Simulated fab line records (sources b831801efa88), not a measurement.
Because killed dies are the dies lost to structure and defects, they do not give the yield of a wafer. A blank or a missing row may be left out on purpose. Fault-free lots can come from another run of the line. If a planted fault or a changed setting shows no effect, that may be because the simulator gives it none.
Matching of chambers -- flow sfqLine -- SFQ_TRILAYER_I1_CMP_CMP_046 on cmp-02 has 4 sister chambers
The step polishes SiO2. 8 wafers are shown with their chamber, then 10 later ones without.

== WAFERS, EACH WITH ITS CHAMBER ==
wafer,chamber,motorCurrentA (A),timeToEndpointS (s)
L362.3,2,11.1,213
L364.6,2,11.4,204
L368.6,3,9.1,213
L369.1,3,9.1,208
L369.3,0,8.9,209
L369.4,1,11.5,211
L370.1,0,8.4,209
L370.4,1,11.9,214

== WAFERS MISSING THEIR CHAMBER ==
wafer,motorCurrentA (A),timeToEndpointS (s)
L370.6,9.4,209
L371.1,10.9,218
L371.2,8.8,226
L371.4,8.7,224
L373.4,9.1,222
L373.1,8.9,215
L373.5,11.5,222
L381.2,11.2,228
L381.5,8.6,229
L381.6,9.0,222

== WHICH CHAMBER EACH WENT THROUGH ==
wafer,from the rows above,in truth
L370.6,can't be placed: 3 or 0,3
L371.1,can't be placed: 2 or 1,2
L371.2,can't be placed: 3 or 0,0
L371.4,can't be placed: 3 or 0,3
L373.4,can't be placed: 3 or 0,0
L373.1,can't be placed: 3 or 0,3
L373.5,can't be placed: 1 or 2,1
L381.2,can't be placed: 1 or 2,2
L381.5,can't be placed: 3 or 0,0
L381.6,can't be placed: 3 or 0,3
Correctly placed: 0 of 10. Cannot be placed on the basis of these rows: 10; the candidates contain the true chamber in 10. Placed wrongly: 0.
How it was worked out, from the rows above alone: a wafer's distance from a chamber is the root of the sum, over the readings, of the square of ((its reading less the chamber's mean) divided by the reading's scatter). If the next closest chamber is less than 2 further off than the closest, the wafer can't be placed; otherwise it belongs to the closest. For every chamber, the mean is computed from those of its wafers that are shown. How the scatter is found: for the shown wafers, subtract from each reading the mean of its chamber, square and add these, divide the total by (wafers less chambers), then take the root.
